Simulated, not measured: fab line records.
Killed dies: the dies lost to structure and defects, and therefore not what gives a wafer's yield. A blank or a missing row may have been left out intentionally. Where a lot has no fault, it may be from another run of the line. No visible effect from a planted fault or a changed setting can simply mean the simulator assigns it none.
fab line records ; flow sky130
record lots=6; wafers=18; last_day=50
route steps=708 shown VT_ADJUST_HVTP@91 VT_ADJUST_LVTN@97 PAD_OPEN@708
lots with no fault: from the same line, run without faults
start_h: hours from the record's opening day to when the first of the lot's shown wafers began ; wait_h: time in hours since the lot's previous step ; " repeats the value in the row above ; L1.1+2: one row covering several wafers at once ; - value missing, or start not given ; * or withheld: withheld ; < > ~ a bound
route shown NAME@n: NAME is a module with steps in the file, n the number in the route of the first one ; usual: mean and standard deviation over wafers with no fault ; same: alike in all rows ; chamber/n: place in a boat ; sites: the reading at each site ; _std_site: their standard deviation ; _edge_site: inner sites' mean taken away from outer sites' mean ; radius_mm: how far each site lies from the wafer's centre ; mask NAME#n: copy n ; behind: the tool/chamber that last shaped the wafer ; hold: the reason the lot was held/the length of the hold in hours/how it ended ; device: the n, p or np transistor that did not switch ; end of line: tests run on the same wafers once the route is complete ; a step with no rows: only its recipe ; killed: the dies lost at the first sort to structure and to defects; this is not the yield of the wafer ; map: a wafer's dies, x killed, . not, _ none there
set.NAME: the setting that was run; set.NAME@STEP: the one run at that earlier step ; model.NAME: the simulator's own value behind a step, which no gauge read
certain route steps with their lots: each step a table, each wafer a row
services: the hour from which a tool's chamber was out of use, counted from the record's first day as start_h (under 0 if before that day), plus the number of hours and why
## steps
# step SKY_VT_ADJUST_HVTP_DEVELOP_06
# recipe resist=NOVOLAK; developer=TMAH; develop_time_s=60; dev_temp_c=23
# step SKY_VT_ADJUST_HVTP_CD_MEAS_07
# recipe target_cd_nm=380
# usual cd_nm=380.7/3
lot.wafer;tool;chamber;start_h;wait_h;cd_nm
L150.2;cd_sem-01;-;137.64;0.1;380.4
L150.4;cd_sem-01;-;137.64;0.1;378.6
L150.6;cd_sem-01;-;137.64;0.1;376.8
L159.1;cd_sem-02;-;179.27;0.1;382.2
L159.2;cd_sem-02;-;179.27;0.1;380.4
L159.5;cd_sem-02;-;179.27;0.1;381.5
L163.3;cd_sem-02;-;202.61;0.1;382.4
L163.5;cd_sem-02;-;202.61;0.1;382.9
L163.6;cd_sem-02;-;202.61;0.1;381.8
L166.2;cd_sem-01;-;226.59;0.1;382.0
L166.4;cd_sem-01;-;226.59;0.1;378.3
L166.5;cd_sem-01;-;226.59;0.1;380.7
L171.1;cd_sem-02;-;265.57;0.1;378.6
L171.3;cd_sem-02;-;265.57;0.1;379.6
L171.6;cd_sem-02;-;265.57;0.1;375.2
L173.1;cd_sem-02;-;268.87;0.1;386.4
L173.3;cd_sem-02;-;268.87;0.1;382.8
L173.4;cd_sem-02;-;268.87;0.1;386.7
# step SKY_VT_ADJUST_HVTP_OVL_MEAS_08
# usual VT_ADJUST_HVTP_OVL=-1.1/1.5
lot.wafer;tool;chamber;start_h;wait_h;VT_ADJUST_HVTP_OVL[nm]
L150.2;overlay-01;-;137.74;0.1;0.2
L150.4;overlay-01;-;137.74;0.1;-0.5
L150.6;overlay-01;-;137.74;0.1;0.4
L159.1;overlay-01;-;179.39;0.1;-0.6
L159.2;overlay-01;-;179.39;0.1;0.6
L159.5;overlay-01;-;179.39;0.1;1.1
L163.3;overlay-01;-;202.70;0.1;1.7
L163.5;overlay-01;-;202.70;0.1;-1.1
L163.6;overlay-01;-;202.70;0.1;-0.4
L166.2;overlay-01;-;226.69;0.1;0.4
L166.4;overlay-01;-;226.69;0.1;0.6
L166.5;overlay-01;-;226.69;0.1;1.0
L171.1;overlay-02;-;265.69;0.1;-1.2
L171.3;overlay-02;-;265.69;0.1;-1.9
L171.6;overlay-02;-;265.69;0.1;-2.2
L173.1;overlay-02;-;268.99;0.1;-3.7
L173.3;overlay-02;-;268.99;0.1;-3.1
L173.4;overlay-02;-;268.99;0.1;-2.2
# step SKY_VT_ADJUST_HVTP_IMPLANT_09
# recipe species=As; energy_kev=150; dose_cm2=4.3e+12; tilt_deg=withheld
# step SKY_VT_ADJUST_HVTP_STRIP_10
# recipe chemistry=O2/N2; power_w=1400; pressure_mtorr=1500; platen_temp_c=withheld; o2_flow_sccm=3000; n2_flow_sccm=300; overash_fraction=0.5
# usual drypump_motor_current_A=5.7/0.32; o2_flow_sccm=2998/8.4; oes_product_au=0.715/0.0045; strip_time_to_endpoint_s=14.18/0.055
lot.wafer;tool;chamber;start_h;wait_h;drypump_motor_current_A;o2_flow_sccm;oes_product_au;rf_hours_counter_h;strip_time_to_endpoint_s
L150.2;plasma_asher-04;1;137.92;0.1;6.1;2992;0.709;45;14.12
L150.4;plasma_asher-04;0;137.92;0.1;5.8;3014;0.717;-;14.17
L150.6;plasma_asher-04;0;137.92;0.1;5.8;3023;0.717;-;14.14
L159.1;plasma_asher-04;1;179.57;0.1;6.1;2994;0.715;50;14.10
L159.2;plasma_asher-04;0;179.57;0.1;5.8;2991;0.710;50;14.13
L159.5;plasma_asher-04;1;179.57;0.1;6.1;3002;0.712;-;14.14
L163.3;plasma_asher-02;0;202.91;0.1;5.6;3005;0.714;-;14.19
L163.5;plasma_asher-02;0;202.91;0.1;5.6;2985;0.725;-;14.22
L163.6;plasma_asher-02;1;202.91;0.1;5.8;2994;0.724;-;14.20
L166.2;plasma_asher-01;1;226.87;0.1;5.1;2999;0.719;44;14.14
L166.4;plasma_asher-01;1;226.87;0.1;5.1;3001;0.714;-;14.16
L166.5;plasma_asher-01;0;226.87;0.1;5.7;3003;0.723;-;14.13
L171.1;plasma_asher-02;0;265.87;0.1;5.6;2994;0.720;10;14.27
L171.3;plasma_asher-02;1;265.87;0.1;5.8;2991;0.714;-;14.27
L171.6;plasma_asher-02;0;265.87;0.1;5.6;2982;0.717;-;14.27
L173.1;plasma_asher-04;0;269.17;0.1;5.8;2993;0.714;58;14.20
L173.3;plasma_asher-04;1;269.17;0.1;6.1;3006;0.718;-;14.26
L173.4;plasma_asher-04;0;269.17;0.1;5.8;2990;0.719;-;14.16
# step SKY_VT_ADJUST_HVTP_TW_MEAS_11
# usual VT_ADJUST_HVTP_TW=1355/11
lot.wafer;tool;chamber;start_h;wait_h;VT_ADJUST_HVTP_TW
L150.2;film_metro-02;-;138.03;0.1;1362
L150.4;film_metro-02;-;138.03;0.1;1373
L150.6;film_metro-02;-;138.03;0.1;1373
L159.1;film_metro-01;-;179.67;0.1;1362
L159.2;film_metro-01;-;179.67;0.1;1350
L159.5;film_metro-01;-;179.67;0.1;1355
L163.3;film_metro-01;-;202.99;0.1;1350
L163.5;film_metro-01;-;202.99;0.1;1360
L163.6;film_metro-01;-;202.99;0.1;1352
L166.2;film_metro-01;-;226.98;0.1;1342
L166.4;film_metro-01;-;226.98;0.1;1337
L166.5;film_metro-01;-;226.98;0.1;1339
L171.1;film_metro-04;-;265.97;0.1;1357
L171.3;film_metro-04;-;265.97;0.1;1348
L171.6;film_metro-04;-;265.97;0.1;1357
L173.1;film_metro-04;-;269.27;0.1;1350
L173.3;film_metro-04;-;269.27;0.1;1352
L173.4;film_metro-04;-;269.27;0.1;1359
# step SKY_VT_ADJUST_LVTN_DEHYDRATE_00
# recipe temp_c=200; time_s=60
# step SKY_VT_ADJUST_LVTN_HMDS_01
# recipe prime_time_s=60; prime_temp_c=120
# step SKY_VT_ADJUST_LVTN_COAT_02
# recipe spin_rpm=2000; resist_thk_nm=3000
# step SKY_VT_ADJUST_LVTN_SOFTBAKE_03
# recipe temp_c=110; time_s=withheld
# step SKY_VT_ADJUST_LVTN_EXPOSE_04
# recipe mask_id=NWM_COMPLEMENT_LESS_NATIVE; na=0.6; source_shape=conventional; sigma_outer=0.6; polarization=unpolarized; target_cd_nm=840; dose_mj=194
# step SKY_VT_ADJUST_LVTN_PEB_05
# recipe temp_c=115; time_s=withheld
# step SKY_VT_ADJUST_LVTN_DEVELOP_06
# recipe wall_angle_deg=90; developer=TMAH; develop_time_s=60; dev_temp_c=23
lot.wafer;tool;chamber;start_h;wait_h
L150.2+4+6;litho_track-01;0;155;-
L159.1+2+5;litho_track-04;0;200;-
L163.3+5+6;litho_track-04;0;224;-
L166.2+4+5;litho_track-02;0;249;-
L171.1+3+6;litho_track-01;0;290;-
L173.1+3+4;litho_track-01;0;294;-
# step SKY_VT_ADJUST_LVTN_OVL_MEAS_07
# usual VT_ADJUST_LVTN_OVL=-0.8/1.4
lot.wafer;tool;chamber;start_h;wait_h;VT_ADJUST_LVTN_OVL[nm]
L150.2;overlay-02;-;155.69;-;0.3
L150.4;overlay-02;-;155.69;-;0.6
L150.6;overlay-02;-;155.69;-;0.9
L159.1;overlay-01;-;200.52;-;-
L159.2;overlay-01;-;200.52;-;-
L159.5;overlay-01;-;200.52;-;-
L163.3;overlay-02;-;224.63;-;-
L163.5;overlay-02;-;224.63;-;-
L163.6;overlay-02;-;224.63;-;-
L166.2;overlay-01;-;249.32;-;-0.1
L166.4;overlay-01;-;249.32;-;-1.4
L166.5;overlay-01;-;249.32;-;-1.4
L171.1;overlay-02;-;290.73;-;-0.4
L171.3;overlay-02;-;290.73;-;-1.4
L171.6;overlay-02;-;290.73;-;-2.2
L173.1;overlay-02;-;294.48;-;1.6
L173.3;overlay-02;-;294.48;-;0.4
L173.4;overlay-02;-;294.48;-;1.8
# step SKY_VT_ADJUST_LVTN_IMPLANT_08
# recipe species=B; energy_kev=30; dose_cm2=1.57e+12; tilt_deg=withheld
# step SKY_PAD_OPEN_PROBE_99
# usual killed_at_M0_to_M3=44/7.3; killed_at_M4_up=3.4/1.7; killed_at_contacts=24/5.3; killed_at_front_end=15/4.1; killed_at_other=0.4/0.68; killed_dies=87/9.5; killed_on_rim=17/3.8; killed_open=48/7.1; killed_short=39/5.8
# same gross_dies=492; killed_at_back_side=0
lot.wafer;tool;chamber;start_h;wait_h;hold;killed_at_M0_to_M3;killed_at_M4_up;killed_at_contacts;killed_at_front_end;killed_at_other;killed_dies;killed_on_rim;killed_open;killed_short
L150.2;prober-02;-;1088.12;0.1;-;46;3;23;19;0;91;19;50;41
L150.4;prober-02;-;1088.22;0.2;-;46;2;21;20;0;89;19;43;46
L150.6;prober-02;-;1088.32;0.2;-;49;3;15;15;0;82;17;40;42
L159.1;prober-01;-;1125.95;0.1;await_dispo/2.8h/scrap;36;5;26;425;0;492;96;46;37
L159.2;prober-01;-;1126.00;0.1;await_dispo/2.8h/scrap;54;4;28;405;1;492;96;62;40
L159.5;prober-01;-;1126.15;0.2;await_dispo/2.8h/scrap;40;6;27;418;1;492;96;44;38
L163.3;prober-01;-;1147.69;0.2;await_dispo/5.0h/scrap;34;2;22;433;1;492;96;39;32
L163.5;prober-01;-;1147.79;0.2;await_dispo/5.0h/scrap;50;3;20;418;1;492;96;58;38
L163.6;prober-01;-;1147.84;0.2;await_dispo/5.0h/scrap;34;4;28;426;0;492;96;45;38
L166.2;prober-02;-;1177.39;0.1;-;60;5;26;12;0;103;25;53;50
L166.4;prober-02;-;1177.49;0.2;-;61;6;16;12;0;95;21;54;40
L166.5;prober-02;-;1177.54;0.2;-;34;3;21;13;0;71;11;43;28
L173.1;prober-01;-;1198.65;0.1;-;40;1;28;19;0;88;14;48;40
L173.3;prober-01;-;1198.75;0.2;-;38;2;32;5;0;77;16;46;31
L173.4;prober-01;-;1198.80;0.2;-;46;1;27;13;0;87;20;52;35
# killed by level:class
L150.2 METAL1:geometric_particle:short=8 CONTACT:geometric_particle:open=8 VIA1:geometric_particle:open=7 VIA2:geometric_particle:open=7 VIA3:geometric_particle:open=7 LI_CONTACT:geometric_particle:open=6 METAL2:geometric_particle:short=6 FIELD_ISO:geometric_particle:short=4
L150.4 VIA1:geometric_particle:open=7 FIELD_ISO:geometric_particle:short=6 LI_CONTACT:geometric_particle:open=6 VIA2:geometric_particle:open=6 VIA3:geometric_particle:open=6 FIELD_ISO:geometric_particle:open=5 CONTACT:geometric_particle:open=5 VIA1:geometric_particle:short=5
L150.6 VIA2:geometric_particle:open=8 VIA2:geometric_particle:short=7 METAL2:geometric_particle:short=7 CONTACT:geometric_particle:open=6 METAL1:geometric_particle:short=6 VIA1:geometric_particle:open=5 FIELD_ISO:geometric_particle:open=4 SPACER:geometric_particle:open=4
L159.1 VT_ADJUST_LVTN:area_develop=409 FIELD_ISO:geometric_particle:short=11 CONTACT:geometric_particle:open=10 LI_CONTACT:geometric_particle:open=9 VIA2:geometric_particle:open=8 VIA3:geometric_particle:open=8 METAL1:geometric_particle:short=6 VIA1:geometric_particle:open=6
L159.2 VT_ADJUST_LVTN:area_develop=389 VIA1:geometric_particle:open=16 CONTACT:geometric_particle:open=10 VIA1:geometric_particle:short=9 VIA2:geometric_particle:open=9 LI_CONTACT:geometric_particle:open=8 POLY_GATE:geometric_particle:short=4 METAL1:geometric_particle:short=4
L159.5 VT_ADJUST_LVTN:area_develop=410 VIA1:geometric_particle:open=13 LI_CONTACT:geometric_particle:open=9 CONTACT:geometric_particle:open=8 VIA3:geometric_particle:short=6 CONTACT:geometric_particle:short=5 METAL1:geometric_particle:short=4 METAL2:geometric_particle:short=4
L163.3 VT_ADJUST_LVTN:area_develop=420 VIA1:geometric_particle:open=8 CONTACT:geometric_particle:open=7 VIA2:geometric_particle:open=7 POLY_GATE:geometric_particle:short=5 CONTACT:geometric_particle:short=5 LI_CONTACT:geometric_particle:open=4 LOCAL_INTERCONNECT:geometric_particle:short=4
L163.5 VT_ADJUST_LVTN:area_develop=396 VIA3:geometric_particle:open=12 VIA1:geometric_particle:open=10 VIA2:geometric_particle:open=9 FIELD_ISO:geometric_particle:open=7 CONTACT:geometric_particle:open=7 FIELD_ISO:geometric_particle:short=5 POLY_GATE:geometric_particle:short=5
L163.6 VT_ADJUST_LVTN:area_develop=408 CONTACT:geometric_particle:open=9 LI_CONTACT:geometric_particle:open=8 VIA1:geometric_particle:open=8 CONTACT:geometric_particle:short=8 METAL1:geometric_particle:short=7 FIELD_ISO:geometric_particle:open=6 POLY_GATE:geometric_particle:open=4
L166.2 VIA1:geometric_particle:open=14 VIA3:geometric_particle:open=9 CONTACT:geometric_particle:open=8 METAL1:geometric_particle:short=7 VIA1:geometric_particle:short=7 VIA2:geometric_particle:open=7 LOCAL_INTERCONNECT:geometric_particle:short=6 METAL2:geometric_particle:short=6
L166.4 VIA1:geometric_particle:open=14 VIA3:geometric_particle:open=8 METAL1:geometric_particle:short=7 VIA2:geometric_particle:open=7 CONTACT:geometric_particle:open=5 VIA1:geometric_particle:short=5 METAL3:geometric_particle:short=5 FIELD_ISO:geometric_particle:open=4
L166.5 LI_CONTACT:geometric_particle:open=9 VIA1:geometric_particle:open=7 METAL1:geometric_particle:short=6 CONTACT:geometric_particle:open=5 VIA2:geometric_particle:open=4 FIELD_ISO:geometric_particle:open=3 POLY_GATE:geometric_particle:short=3 POLY_CUT:geometric_particle:open=3
L173.1 VIA1:geometric_particle:open=15 LI_CONTACT:geometric_particle:open=7 FIELD_ISO:geometric_particle:short=6 POLY_GATE:geometric_particle:open=6 CONTACT:geometric_particle:open=6 CONTACT:geometric_particle:short=6 VIA2:geometric_particle:open=5 POLY_GATE:geometric_particle:short=4
L173.3 LI_CONTACT:geometric_particle:open=15 VIA1:geometric_particle:open=12 VIA2:geometric_particle:open=7 VIA3:geometric_particle:open=6 LOCAL_INTERCONNECT:geometric_particle:short=5 CONTACT:geometric_particle:short=5 VIA1:geometric_particle:short=4 LI_CONTACT:geometric_particle:short=3
L173.4 VIA1:geometric_particle:open=12 CONTACT:geometric_particle:open=11 METAL2:geometric_particle:short=7 FIELD_ISO:geometric_particle:open=6 LI_CONTACT:geometric_particle:open=6 CONTACT:geometric_particle:short=5 VIA1:geometric_particle:short=4 VIA2:geometric_particle:open=4
# map L159.1 (x killed, . not)
__________xxxxxxxxxx_________
________xxxxxxxxxxxxxx_______
______xxxxxxxxxxxxxxxxxx_____
_____xxxxxxxxxxxxxxxxxxxx____
____xxxxxxxxxxxxxxxxxxxxxx___
___xxxxxxxxxxxxxxxxxxxxxxxx__
__xxxxxxxxxxxxxxxxxxxxxxxxxx_
_xxxxxxxxxxxxxxxxxxxxxxxxxxxx
_xxxxxxxxxxxxxxxxxxxxxxxxxxxx
_xxxxxxxxxxxxxxxxxxxxxxxxxxxx
_xxxxxxxxxxxxxxxxxxxxxxxxxxxx
_xxxxxxxxxxxxxxxxxxxxxxxxxxxx
_xxxxxxxxxxxxxxxxxxxxxxxxxxxx
_xxxxxxxxxxxxxxxxxxxxxxxxxxxx
_xxxxxxxxxxxxxxxxxxxxxxxxxxxx
__xxxxxxxxxxxxxxxxxxxxxxxxxx_
___xxxxxxxxxxxxxxxxxxxxxxxx__
____xxxxxxxxxxxxxxxxxxxxxx___
_____xxxxxxxxxxxxxxxxxxxx____
______xxxxxxxxxxxxxxxxxx_____
________xxxxxxxxxxxxxx_______
__________xxxxxxxxxx_________
# map L163.3 (x killed, . not)
__________xxxxxxxxxx_________
________xxxxxxxxxxxxxx_______
______xxxxxxxxxxxxxxxxxx_____
_____xxxxxxxxxxxxxxxxxxxx____
____xxxxxxxxxxxxxxxxxxxxxx___
___xxxxxxxxxxxxxxxxxxxxxxxx__
__xxxxxxxxxxxxxxxxxxxxxxxxxx_
_xxxxxxxxxxxxxxxxxxxxxxxxxxxx
_xxxxxxxxxxxxxxxxxxxxxxxxxxxx
_xxxxxxxxxxxxxxxxxxxxxxxxxxxx
_xxxxxxxxxxxxxxxxxxxxxxxxxxxx
_xxxxxxxxxxxxxxxxxxxxxxxxxxxx
_xxxxxxxxxxxxxxxxxxxxxxxxxxxx
_xxxxxxxxxxxxxxxxxxxxxxxxxxxx
_xxxxxxxxxxxxxxxxxxxxxxxxxxxx
__xxxxxxxxxxxxxxxxxxxxxxxxxx_
___xxxxxxxxxxxxxxxxxxxxxxxx__
____xxxxxxxxxxxxxxxxxxxxxx___
_____xxxxxxxxxxxxxxxxxxxx____
______xxxxxxxxxxxxxxxxxx_____
________xxxxxxxxxxxxxx_______
__________xxxxxxxxxx_________
## services
tool;chamber;start_h;hours;kind
plasma_asher-02;0;117.75;-;clean
plasma_asher-02;1;117.75;-;clean
plasma_asher-02;-;133.83;28.1;pm
plasma_asher-02;-;184.72;14.6;pm
plasma_asher-04;-;212.44;14.6;pm
plasma_asher-02;-;262.62;1.3;repair
## key
first_sign step=SKY_VT_ADJUST_LVTN_OVL_MEAS_07; reading=VT_ADJUST_LVTN_OVL; direction=missing
effect step=SKY_PAD_OPEN_PROBE_99; reading=killed_at_front_end; direction=up; sigmas=99+; usual=15; struck=421
more_kills_born_at SKY_VT_ADJUST_LVTN_DEVELOP_06@litho_track-04=2432
met_at SKY_VT_ADJUST_LVTN_DEVELOP_06
struck_wafers L159.1,L159.2,L159.5,L163.3,L163.5,L163.6
tester_left_out L159,L163
fault kind=process_parameter_drift; tool=litho_track-04; chamber=-; onset_h=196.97; steps=SKY_VT_ADJUST_LVTN_DEVELOP_06; channel=develop_time_s; offset=*; shape=step; end_h=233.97; acts_in=*; stated=*
# tester_left_out: of these lots the tester's yield and bins aren't shown, on N5 and GAA mostly nor the transistor test; their killed dies are dies lost to structure and defects alone, not to doping, threshold or leakage, so they don't give the yield
